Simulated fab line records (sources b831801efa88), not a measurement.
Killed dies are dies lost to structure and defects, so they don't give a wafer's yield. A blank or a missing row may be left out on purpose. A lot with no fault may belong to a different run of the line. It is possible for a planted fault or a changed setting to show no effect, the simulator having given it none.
fab line records | flow sky130
[record] lots = 7 | wafers = 18 | last_day = 51
route steps=708 shown NWELL@65 PAD_OPEN@708
lots untouched by any fault: they come from a run of this same line in which no faults occurred
start_h: hours from the record's first day to the start of the lot's first wafer shown | wait_h: hours elapsed since this lot's preceding step | " same as the row above | L1.1+2: a single row standing in for several wafers | - no value present, or no start provided | * or withheld: withheld | < > ~ a bound
route shown NAME@n: a module of which the file shows steps, and the number in the route of the first | usual: mean/standard deviation taken from wafers without a fault | same: alike in all rows | chamber/n: place in a boat | sites: each site's reading | _std_site: the values' standard deviation | _edge_site: mean of outer sites minus mean of inner sites | radius_mm: for every site, how far away it sits from the centre of the wafer | mask NAME#n: copy n | behind: the tool/chamber that last shaped the wafer | hold: why the lot was held/for how many hours/how that ended | device: the n, p or np transistor that did not switch | end of line: the route-end tests of the same wafers | step lacking rows: just its recipe | killed: count of dies lost to structure and defects at first sort (not the wafer's yield) | map: a wafer's dies, x killed, . not, _ none there
set.NAME: the setting as run; set.NAME@STEP: as run at that earlier step | model.NAME: the simulator's own value behind a step, which no gauge read
lots at selected steps of the route; one table per step, one row per wafer
services: from which hour (start_h, from the record's first day; less than 0 if before it) a tool's chamber was out of use, for how many hours, and why
[[steps]]
[step SKY_NWELL_IMPLANT_12]
[recipe] species = P | energy_kev = 120 | dose_cm2 = 1.3e+12 | tilt_deg = withheld
[step SKY_NWELL_IMPLANT_13]
[recipe] species = P | energy_kev = 50 | dose_cm2 = 7e+11 | tilt_deg = withheld
[step SKY_NWELL_STRIP_14]
[recipe] chemistry = O2/N2 | power_w = 1400 | pressure_mtorr = 1500 | platen_temp_c = withheld | o2_flow_sccm = 3000 | n2_flow_sccm = 300 | overash_fraction = 0.5
[usual] drypump_motor_current_A = 5.9/0.56 | oes_product_au = 0.723/0.0045 | strip_time_to_endpoint_s = 36.99/0.082
lot.wafer | tool            | chamber | start_h | wait_h | drypump_motor_current_A | oes_product_au | rf_hours_counter_h | strip_time_to_endpoint_s
L341.2    | plasma_asher-01 | 0       | 91.60   | 0.1    | 5.4                     | 0.733          | 35                 | 36.96
L341.4    | "               | 0       | "       | "      | 5.4                     | 0.723          | -                  | 36.82
L341.5    | "               | 0       | "       | "      | 5.4                     | 0.726          | -                  | 36.93
L345.2    | plasma_asher-04 | 0       | 110.39  | 0.1    | 5.9                     | 0.720          | 24                 | 37.09
L345.3    | "               | 1       | "       | "      | 6.5                     | 0.718          | -                  | 37.10
L345.4    | "               | 0       | "       | "      | 5.9                     | 0.727          | -                  | 37.02
L357.1    | plasma_asher-01 | 0       | 184.04  | 0.1    | 5.4                     | 0.716          | 44                 | 36.88
L357.3    | "               | 1       | "       | "      | 6.2                     | 0.730          | -                  | 36.84
L359.2    | plasma_asher-01 | 0       | 193.39  | 0.1    | 5.4                     | 0.720          | 46                 | 36.98
L359.5    | "               | 1       | "       | "      | 6.2                     | 0.723          | -                  | 36.94
L361.2    | plasma_asher-04 | 0       | 203.99  | 0.1    | 5.9                     | 0.721          | 32                 | 36.94
L361.5    | "               | 0       | "       | "      | 5.9                     | 0.723          | -                  | 36.95
L362.1    | plasma_asher-04 | 1       | 209.69  | 0.1    | 6.5                     | 0.723          | 33                 | 37.02
L362.2    | "               | 0       | "       | "      | 5.9                     | 0.719          | 33                 | 36.89
L362.3    | "               | 0       | "       | "      | 5.9                     | 0.719          | -                  | 36.98
L364.1    | plasma_asher-04 | 1       | 218.94  | 0.1    | 6.5                     | 0.719          | 34                 | 37.00
L364.4    | "               | 1       | "       | "      | 6.5                     | 0.719          | -                  | 37.01
L364.6    | "               | 1       | "       | "      | 6.5                     | 0.723          | -                  | 37.06
[step SKY_NWELL_TW_MEAS_15]
[usual] NWELL_TW = 1832/24
lot.wafer | tool          | chamber | start_h | wait_h | NWELL_TW
L341.2    | film_metro-01 | -       | 91.71   | 0.1    | 1832
L341.4    | "             | -       | "       | "      | 1810
L341.5    | "             | -       | "       | "      | 1819
L345.2    | film_metro-01 | -       | 110.50  | 0.1    | 1824
L345.3    | "             | -       | "       | "      | 1826
L345.4    | "             | -       | "       | "      | 1821
L357.1    | film_metro-04 | -       | 184.14  | 0.1    | 1866
L357.3    | "             | -       | "       | "      | 1859
L359.2    | film_metro-03 | -       | 193.50  | 0.1    | 1813
L359.5    | "             | -       | "       | "      | 1796
L361.2    | film_metro-04 | -       | 204.10  | 0.1    | 1866
L361.5    | "             | -       | "       | "      | 1867
L362.1    | film_metro-01 | -       | 209.79  | 0.1    | 1822
L362.2    | "             | -       | "       | "      | 1826
L362.3    | "             | -       | "       | "      | 1819
L364.1    | film_metro-04 | -       | 219.04  | 0.1    | 1857
L364.4    | "             | -       | "       | "      | 1877
L364.6    | "             | -       | "       | "      | 1879
[step SKY_NWELL_DEHYDRATE_16]
[recipe] temp_c = 200 | time_s = 60
[step SKY_NWELL_HMDS_17]
[recipe] prime_time_s = 60 | prime_temp_c = 120
[step SKY_NWELL_COAT_18]
[recipe] spin_rpm = 2000 | resist_thk_nm = 3000
[step SKY_NWELL_SOFTBAKE_19]
[recipe] temp_c = 110 | time_s = withheld
[step SKY_NWELL_EXPOSE_20]
[recipe] mask_id = NWM_COMPLEMENT | na = 0.6 | source_shape = conventional | sigma_outer = 0.6 | polarization = unpolarized | target_cd_nm = 840 | dose_mj = 260
[step SKY_NWELL_PEB_21]
[recipe] temp_c = 115 | time_s = withheld
[step SKY_NWELL_DEVELOP_22]
[recipe] wall_angle_deg = 90 | developer = TMAH | develop_time_s = 60 | dev_temp_c = 23
[step SKY_NWELL_OVL_MEAS_23]
[usual] NWELL_01_OVL = 0.6/1.5
lot.wafer | tool       | chamber | start_h | wait_h | NWELL_01_OVL[nm]
L341.2    | overlay-01 | -       | 109.47  | -      | -1.7
L341.4    | "          | -       | "       | "      | -2.0
L341.5    | "          | -       | "       | "      | -1.0
L345.2    | overlay-02 | -       | 129.22  | -      | 4.0
L345.3    | "          | -       | "       | "      | 2.9
L345.4    | "          | -       | "       | "      | 5.2
L357.1    | overlay-01 | -       | 206.91  | -      | -2.4
L357.3    | "          | -       | "       | "      | -1.1
L359.2    | overlay-02 | -       | 216.82  | -      | 2.4
L359.5    | "          | -       | "       | "      | 1.6
L361.2    | overlay-02 | -       | 226.74  | -      | -0.3
L361.5    | "          | -       | "       | "      | 0.1
L362.1    | overlay-02 | -       | 233.13  | -      | 2.2
L362.2    | "          | -       | "       | "      | -1.4
L362.3    | "          | -       | "       | "      | 2.1
L364.1    | overlay-02 | -       | 242.81  | -      | 2.5
L364.4    | "          | -       | "       | "      | 0.3
L364.6    | "          | -       | "       | "      | 1.3
[step SKY_NWELL_IMPLANT_24]
[recipe] species = B | energy_kev = 140 | dose_cm2 = 9.2e+12 | tilt_deg = withheld
[usual] beam_on_s = 10.00/0.21 | faraday_current_uA = 51.9/1.1
[same] implant_ion_amu = 11
lot.wafer | tool         | chamber | start_h | wait_h | beam_on_s | faraday_current_uA
L341.2    | implanter-01 | 0       | 109.53  | 0.0    | 9.78      | 53.1
L341.4    | "            | 0       | "       | "      | 10.05     | 51.8
L341.5    | "            | 0       | "       | "      | 10.09     | 51.5
L345.2    | implanter-02 | 0       | 129.28  | 0.0    | 10.10     | 51.5
L345.3    | "            | 0       | "       | "      | 9.58      | 53.8
L345.4    | "            | 0       | "       | "      | 10.17     | 51.3
L357.1    | implanter-02 | 0       | 206.95  | 0.0    | 8.51      | 60.8
L357.3    | "            | 0       | "       | "      | 10.26     | 50.5
L359.2    | implanter-02 | 0       | 216.88  | 0.0    | 8.62      | 60.1
L359.5    | "            | 0       | "       | "      | 9.98      | 52.0
L361.2    | implanter-02 | 0       | 226.79  | 0.0    | 8.85      | 58.4
L361.5    | "            | 0       | "       | "      | 10.02     | 51.9
L362.1    | implanter-01 | 0       | 233.17  | 0.0    | 9.63      | 53.9
L362.2    | "            | 0       | "       | "      | 9.76      | 52.9
L362.3    | "            | 0       | "       | "      | 10.05     | 51.7
L364.1    | implanter-04 | 0       | 242.85  | 0.0    | 10.25     | 50.7
L364.4    | "            | 0       | "       | "      | 10.24     | 50.5
L364.6    | "            | 0       | "       | "      | 9.88      | 52.6
[step SKY_NWELL_STRIP_25]
[recipe] chemistry = O2/N2 | power_w = 1400 | pressure_mtorr = 1500 | platen_temp_c = withheld | o2_flow_sccm = 3000 | n2_flow_sccm = 300 | overash_fraction = 0.5
[usual] drypump_motor_current_A = 5.8/0.62 | oes_product_au = 0.723/0.0041 | strip_time_to_endpoint_s = 36.94/0.1
lot.wafer | tool            | chamber | start_h | wait_h | drypump_motor_current_A | oes_product_au | rf_hours_counter_h | strip_time_to_endpoint_s
L341.2    | plasma_asher-01 | 1       | 109.65  | 0.1    | 6.2                     | 0.719          | 37                 | 37.03
L341.4    | "               | 0       | "       | "      | 5.4                     | 0.722          | -                  | 37.15
L341.5    | "               | 0       | "       | "      | 5.3                     | 0.719          | -                  | 37.12
L345.2    | plasma_asher-01 | 1       | 129.40  | 0.1    | 6.2                     | 0.722          | 39                 | 37.03
L345.3    | "               | 0       | "       | "      | 5.4                     | 0.731          | -                  | 36.96
L345.4    | "               | 1       | "       | "      | 6.2                     | 0.729          | -                  | 37.00
L357.1    | plasma_asher-02 | 0       | 207.10  | 0.1    | 6.2                     | 0.719          | 54                 | 37.00
L357.3    | "               | 1       | "       | "      | 4.8                     | 0.719          | -                  | 37.05
L359.2    | plasma_asher-01 | 0       | 217.00  | 0.1    | 5.4                     | 0.720          | 48                 | 36.79
L359.5    | "               | 0       | "       | "      | 5.4                     | 0.727          | -                  | 36.82
L361.2    | plasma_asher-04 | 0       | 226.92  | 0.1    | 5.9                     | 0.728          | 35                 | 37.05
L361.5    | "               | 0       | "       | "      | 5.9                     | 0.726          | -                  | 36.98
L362.1    | plasma_asher-02 | 1       | 233.32  | 0.1    | 4.7                     | 0.719          | 57                 | 37.07
L362.2    | "               | 0       | "       | "      | 6.2                     | 0.722          | 57                 | 37.09
L362.3    | "               | 0       | "       | "      | 6.2                     | 0.723          | -                  | 37.06
L364.1    | plasma_asher-04 | 0       | 243.00  | 0.1    | 5.9                     | 0.725          | 36                 | 36.86
L364.4    | "               | 1       | "       | "      | 6.5                     | 0.728          | -                  | 36.97
L364.6    | "               | 0       | "       | "      | 5.9                     | 0.724          | -                  | 36.92
[step SKY_NWELL_TW_MEAS_26]
[usual] NWELL_2_TW = 499/6.1
lot.wafer | tool          | chamber | start_h | wait_h | NWELL_2_TW
L341.2    | film_metro-01 | -       | 109.76  | 0.1    | 494
L341.4    | "             | -       | "       | "      | 496
L341.5    | "             | -       | "       | "      | 498
L345.2    | film_metro-03 | -       | 129.51  | 0.1    | 491
L345.3    | "             | -       | "       | "      | 489
L345.4    | "             | -       | "       | "      | 489
L357.1    | film_metro-01 | -       | 207.20  | 0.1    | 474
L357.3    | "             | -       | "       | "      | 496
L359.2    | film_metro-04 | -       | 217.11  | 0.1    | 483
L359.5    | "             | -       | "       | "      | 503
L361.2    | film_metro-01 | -       | 227.03  | 0.1    | 476
L361.5    | "             | -       | "       | "      | 498
L362.1    | film_metro-01 | -       | 233.42  | 0.1    | 499
L362.2    | "             | -       | "       | "      | 502
L362.3    | "             | -       | "       | "      | 500
L364.1    | film_metro-01 | -       | 243.10  | 0.1    | 500
L364.4    | "             | -       | "       | "      | 499
L364.6    | "             | -       | "       | "      | 497
[step SKY_NWELL_CLEAN_27]
[recipe] chemistry = SC1/SC2 | mix = 1:4:20 | temp_c = 70 | time_s = 150 | dry = n2_spin
[step SKY_PAD_OPEN_PROBE_99]
[usual] killed_at_M0_to_M3 = 43/7 | killed_at_M4_up = 3.1/1.5 | killed_at_contacts = 23/4.9 | killed_at_front_end = 16/3.9 | killed_at_other = 0.3/0.52 | killed_dies = 86/8.2 | killed_on_rim = 16/3.7 | killed_open = 47/6.1 | killed_short = 38/5.8
[same] gross_dies = 492 | killed_at_back_side = 0
lot.wafer | tool      | chamber | start_h | wait_h | killed_at_M0_to_M3 | killed_at_M4_up | killed_at_contacts | killed_at_front_end | killed_at_other | killed_dies | killed_on_rim | killed_open | killed_short | model.etest.pfet_16v.r_on_ohm_um | model.etest.res_pwell_under_gate.rs_ohm_sq | model.etest.pfet_16v.drive_ua_um | model.etest.field_n.vt_v
L341.2    | prober-02 | -       | 1112.20 | 0.1    | 48                 | 2               | 25                 | 15                  | 0               | 90          | 11            | 50          | 40           | 1.524e+04                        | 2277                                       | 241.2                            | 35.7
L341.4    | prober-02 | -       | 1112.30 | 0.2    | 43                 | 5               | 30                 | 25                  | 0               | 103         | 23            | 59          | 44           | 1.493e+04                        | 2303                                       | 247.7                            | 35.18
L341.5    | prober-02 | -       | 1112.35 | 0.2    | 43                 | 3               | 26                 | 13                  | 0               | 85          | 23            | 49          | 36           | 1.513e+04                        | 2302                                       | 242.1                            | 35.05
L345.2    | prober-02 | -       | 1133.37 | 0.1    | 50                 | 4               | 16                 | 14                  | 0               | 84          | 20            | 39          | 45           | 1.522e+04                        | 2283                                       | 242.4                            | 35.09
L345.3    | prober-02 | -       | 1133.42 | 0.2    | 40                 | 2               | 33                 | 11                  | 0               | 86          | 20            | 42          | 41           | 1.538e+04                        | 2312                                       | 237.7                            | 35.55
L345.4    | prober-02 | -       | 1133.47 | 0.2    | 42                 | 2               | 28                 | 14                  | 0               | 86          | 16            | 51          | 35           | 1.541e+04                        | 2299                                       | 242                              | 35.87
L357.1    | prober-01 | -       | 1206.40 | 0.1    | 42                 | 1               | 15                 | 18                  | 0               | 76          | 13            | 46          | 30           | 1.644e+04                        | 2520                                       | 226.5                            | 33.55
L357.3    | prober-01 | -       | 1206.50 | 0.2    | 44                 | 2               | 23                 | 18                  | 0               | 87          | 16            | 42          | 45           | 1.512e+04                        | 2288                                       | 246.5                            | 36.01
L359.2    | prober-02 | -       | 1208.75 | 0.1    | 36                 | 2               | 25                 | 21                  | 1               | 85          | 16            | 42          | 43           | 1.653e+04                        | 2542                                       | 222.9                            | 32.54
L359.5    | prober-02 | -       | 1208.90 | 0.2    | 38                 | 6               | 22                 | 12                  | 0               | 78          | 18            | 44          | 34           | 1.513e+04                        | 2284                                       | 240.3                            | 34.34
L361.2    | prober-01 | -       | 1219.60 | 0.1    | 52                 | 4               | 30                 | 12                  | 0               | 98          | 18            | 65          | 31           | 1.626e+04                        | 2515                                       | 228.4                            | 32.65
L361.5    | prober-01 | -       | 1219.75 | 0.2    | 41                 | 2               | 28                 | 17                  | 0               | 88          | 16            | 55          | 32           | 1.507e+04                        | 2262                                       | 242.3                            | 35.37
L362.1    | prober-01 | -       | 1223.84 | 0.1    | 42                 | 5               | 29                 | 13                  | 0               | 89          | 22            | 53          | 36           | 1.558e+04                        | 2278                                       | 237.1                            | 36.37
L362.2    | prober-01 | -       | 1223.89 | 0.1    | 39                 | 2               | 21                 | 18                  | 0               | 80          | 13            | 48          | 32           | 1.533e+04                        | 2271                                       | 238.9                            | 35.97
L362.3    | prober-01 | -       | 1223.94 | 0.2    | 45                 | 6               | 25                 | 16                  | 0               | 92          | 23            | 50          | 42           | 1.528e+04                        | 2286                                       | 240.3                            | 35.82
L364.1    | prober-02 | -       | 1225.41 | 0.1    | 44                 | 2               | 23                 | 14                  | 0               | 83          | 16            | 43          | 40           | 1.553e+04                        | 2309                                       | 240.5                            | 35.93
L364.4    | prober-02 | -       | 1225.56 | 0.2    | 35                 | 2               | 28                 | 13                  | 2               | 80          | 24            | 44          | 36           | 1.568e+04                        | 2314                                       | 238.7                            | 35.93
L364.6    | prober-02 | -       | 1225.66 | 0.2    | 43                 | 5               | 29                 | 10                  | 0               | 87          | 17            | 49          | 38           | 1.564e+04                        | 2309                                       | 241.5                            | 35.85
// killed by level:class
L341.2 VIA2:geometric_particle:open=9 VIA1:geometric_particle:open=7 CONTACT:geometric_particle:open=7 VIA3:geometric_particle:open=7 CONTACT:geometric_particle:short=6 METAL2:geometric_particle:short=6 POLY_GATE:geometric_particle:short=5 LI_CONTACT:geometric_particle:open=5
L341.4 LI_CONTACT:geometric_particle:open=12 CONTACT:geometric_particle:open=10 VIA3:geometric_particle:open=9 POLY_GATE:geometric_particle:open=9 METAL3:geometric_particle:short=7 POLY_GATE:geometric_particle:short=6 VIA1:geometric_particle:open=6 VIA1:geometric_particle:short=5
L341.5 VIA1:geometric_particle:open=11 CONTACT:geometric_particle:open=9 METAL2:geometric_particle:short=7 POLY_GATE:geometric_particle:open=6 LI_CONTACT:geometric_particle:open=6 VIA3:geometric_particle:open=6 VIA2:geometric_particle:open=5 VIA3:geometric_particle:short=5
L345.2 METAL1:geometric_particle:short=9 VIA1:geometric_particle:open=9 METAL3:geometric_particle:short=7 VIA2:geometric_particle:open=6 CONTACT:geometric_particle:open=6 VIA1:geometric_particle:short=6 POLY_GATE:geometric_particle:open=4 LI_CONTACT:geometric_particle:open=4
L345.3 CONTACT:geometric_particle:open=10 VIA1:geometric_particle:open=8 LOCAL_INTERCONNECT:geometric_particle:short=7 CONTACT:geometric_particle:short=7 LI_CONTACT:geometric_particle:open=6 METAL1:geometric_particle:short=6 FIELD_ISO:geometric_particle:open=5 METAL2:geometric_particle:short=5
L345.4 VIA1:geometric_particle:open=16 LI_CONTACT:geometric_particle:open=9 CONTACT:geometric_particle:open=9 VIA1:geometric_particle:short=6 CONTACT:geometric_particle:short=6 VIA3:geometric_particle:open=5 FIELD_ISO:geometric_particle:short=4 FIELD_ISO:geometric_particle:open=4
L357.1 VIA1:geometric_particle:open=13 LI_CONTACT:geometric_particle:open=6 VIA2:geometric_particle:open=6 VIA3:geometric_particle:open=6 CONTACT:geometric_particle:open=4 METAL2:geometric_particle:short=4 POLY_GATE:geometric_particle:short=4 FIELD_ISO:geometric_particle:open=3
L357.3 LI_CONTACT:geometric_particle:open=9 VIA3:geometric_particle:open=9 METAL2:geometric_particle:short=8 VIA2:geometric_particle:open=8 CONTACT:geometric_particle:short=7 VIA1:geometric_particle:open=7 METAL1:geometric_particle:short=6 POLY_GATE:geometric_particle:short=5
L359.2 VIA2:geometric_particle:open=7 POLY_GATE:geometric_particle:short=6 CONTACT:geometric_particle:open=6 VIA3:geometric_particle:open=6 VIA1:geometric_particle:open=6 POLY_GATE:geometric_particle:open=5 LI_CONTACT:geometric_particle:open=5 METAL2:geometric_particle:short=5
L359.5 VIA1:geometric_particle:open=11 LI_CONTACT:geometric_particle:open=7 CONTACT:geometric_particle:open=7 CONTACT:geometric_particle:short=5 VIA2:geometric_particle:open=5 METAL4:geometric_particle:short=5 FIELD_ISO:geometric_particle:open=4 METAL1:geometric_particle:short=4
L361.2 VIA2:geometric_particle:open=13 CONTACT:geometric_particle:open=11 VIA1:geometric_particle:open=11 LI_CONTACT:geometric_particle:open=8 VIA3:geometric_particle:open=8 CONTACT:geometric_particle:short=7 METAL1:geometric_particle:short=6 METAL1:geometric_particle:open=4
L361.5 CONTACT:geometric_particle:open=13 VIA3:geometric_particle:open=9 VIA1:geometric_particle:open=9 FIELD_ISO:geometric_particle:short=7 LI_CONTACT:geometric_particle:open=7 FIELD_ISO:geometric_particle:open=5 METAL2:geometric_particle:short=5 VIA2:geometric_particle:open=5
L362.1 LI_CONTACT:geometric_particle:open=10 VIA1:geometric_particle:open=10 CONTACT:geometric_particle:open=9 VIA2:geometric_particle:open=8 FIELD_ISO:geometric_particle:short=6 METAL2:geometric_particle:short=6 CONTACT:geometric_particle:short=4 METAL4:geometric_particle:short=4
L362.2 VIA1:geometric_particle:open=11 CONTACT:geometric_particle:open=10 VIA1:geometric_particle:short=7 METAL2:geometric_particle:short=7 FIELD_ISO:geometric_particle:short=5 POLY_GATE:geometric_particle:open=5 LI_CONTACT:geometric_particle:open=5 VIA2:geometric_particle:open=5
L362.3 VIA1:geometric_particle:open=14 LI_CONTACT:geometric_particle:open=9 METAL4:geometric_particle:short=6 FIELD_ISO:geometric_particle:open=5 CONTACT:geometric_particle:short=5 VIA1:geometric_particle:short=5 VIA2:geometric_particle:open=4 CONTACT:geometric_particle:open=4
L364.1 VIA1:geometric_particle:open=15 LI_CONTACT:geometric_particle:open=7 LOCAL_INTERCONNECT:geometric_particle:short=5 CONTACT:geometric_particle:open=5 VIA1:geometric_particle:short=5 VIA2:geometric_particle:open=5 METAL2:geometric_particle:short=5 LI_CONTACT:geometric_particle:short=4
L364.4 CONTACT:geometric_particle:open=11 LI_CONTACT:geometric_particle:open=9 METAL1:geometric_particle:short=6 VIA1:geometric_particle:short=6 VIA1:geometric_particle:open=5 VIA2:geometric_particle:open=5 VIA3:geometric_particle:open=5 FIELD_ISO:geometric_particle:short=3
L364.6 CONTACT:geometric_particle:open=11 VIA1:geometric_particle:open=9 VIA2:geometric_particle:open=7 VIA1:geometric_particle:short=6 LI_CONTACT:geometric_particle:open=6 CONTACT:geometric_particle:short=6 VIA3:geometric_particle:open=5 METAL2:geometric_particle:short=5
[[services]]
tool            | chamber | start_h | hours | kind
implanter-02    | -       | 118.91  | 4.5   | repair
implanter-04    | -       | 133.41  | 5.5   | repair
plasma_asher-01 | -       | 136.31  | 2.0   | repair
implanter-02    | -       | 136.86  | 3.4   | repair
plasma_asher-04 | -       | 157.23  | 10.0  | pm
implanter-01    | -       | 160.28  | 3.6   | repair
plasma_asher-04 | -       | 167.23  | 3.3   | pm
plasma_asher-02 | -       | 187.87  | 1.0   | repair
plasma_asher-01 | -       | 200.92  | 0.8   | repair
[[key]]
[first_sign] step = SKY_NWELL_IMPLANT_24 | reading = faraday_current_uA | direction = up | sigmas = 7.1 | usual = 51.9 | struck = 59.8
[effect] step = SKY_NWELL_IMPLANT_24 | reading = beam_on_s | direction = down | sigmas = 6.3 | usual = 10.00 | struck = 8.66
[effect] step = SKY_NWELL_TW_MEAS_26 | reading = NWELL_2_TW | direction = down | sigmas = 3.4 | usual = 499 | struck = 478
[model_effect] step = SKY_PAD_OPEN_PROBE_99 | value = etest.pfet_16v.r_on_ohm_um | without = 1.515e+04 | struck = 1.641e+04
met_at SKY_NWELL_IMPLANT_24
struck_wafers L357.1,L359.2,L361.2
tester_left_out L357,L359,L361
onset_between 129.28 206.95
[fault] kind = process_parameter_drift | tool = implanter-02 | chamber = - | onset_h = 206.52 | steps = SKY_NWELL_IMPLANT_24 | channel = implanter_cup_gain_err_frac | offset = 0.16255 | shape = step | end_h = 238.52 | scope = struck_wafers_only
// tester_left_out: of these lots the tester's yield and bins aren't shown, on N5 and GAA mostly nor the transistor test; their killed dies are dies lost to structure and defects alone, not to doping, threshold or leakage, so they don't give the yield
